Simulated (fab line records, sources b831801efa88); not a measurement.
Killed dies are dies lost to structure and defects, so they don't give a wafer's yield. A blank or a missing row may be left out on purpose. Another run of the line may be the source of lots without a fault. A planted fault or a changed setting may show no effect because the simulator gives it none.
Which tool did it? ; flow sky130 ; Sampling: 6 lots, 18 wafers, 3 of 708 route steps

== WHAT THE GAUGES READ, wafer by wafer ==
SKY_FIELD_ISO_THK_MEAS_25.
lot;measured;on;FIELD_ISO_CVD_24_THK (nm)
L467;day 2 14:20;filmMetro-02;596 592 594
L476;day 4 11:19;filmMetro-01;595 589 593
L478;day 4 21:01;filmMetro-02;600 595 599
L481;day 5 15:05;filmMetro-04;593 586 597
L483;day 5 22:28;filmMetro-01;594 596 589
L486;day 6 15:09;filmMetro-02;585 591 592

== EACH LOT AND THE TOOL THAT RAN IT (in order: tool; ch and the chambers of the sampled wafers; start) ==
lot;SKY_FIELD_ISO_ETCH_14;SKY_FIELD_ISO_WET_ETCH_21
L467;rieDiel-01 ch 0,1, day 2 12:05;wetBench-03 ch 0, day 2 12:31
L476;rieDiel-02 ch 0,3, day 4 09:26;wetBench-02 ch 1, day 4 09:52
L478;rieDiel-01 ch 0,2,3, day 4 18:59;wetBench-01 ch 2, day 4 19:24
L481;rieDiel-01 ch 0,2,3, day 5 12:50;wetBench-03 ch 1, day 5 13:15
L483;rieDiel-03 ch 0,2,3, day 5 20:36;wetBench-01 ch 0, day 5 21:02
L486;rieDiel-01 ch 0,1,2, day 6 12:53;wetBench-01 ch 3, day 6 13:19
- SKY_FIELD_ISO_ETCH_14: etches BARC in N2/H2, stops on SiO2, time 45.9 s, target depth 60 nm.
- SKY_FIELD_ISO_WET_ETCH_21: etches SiO2 in dHF, target depth 20 nm, time 400 s.

== THE ANSWER, worked out from the rows above alone ==
Rule: the lots themselves supply what counts as usual. The widest of any qualifying gaps counts: lots, ordered by their means at a reading, are off when they make up no more than a third of the lots, leave a main group of 4 or more, and stand apart from it by 3 or more times the standard deviation of that group's means. A main group is skipped when, at the precision printed for the reading in the tables above, its means are all equal. A lot without any number at a reading at which 4 lots or more have one is off too. Where the step has rows for the other lots, those lots are counted as sound.
No lot is off on any of the readings shown, so nothing can be concluded from this.

== WHAT THE SIMULATOR HAD PUT IN ==
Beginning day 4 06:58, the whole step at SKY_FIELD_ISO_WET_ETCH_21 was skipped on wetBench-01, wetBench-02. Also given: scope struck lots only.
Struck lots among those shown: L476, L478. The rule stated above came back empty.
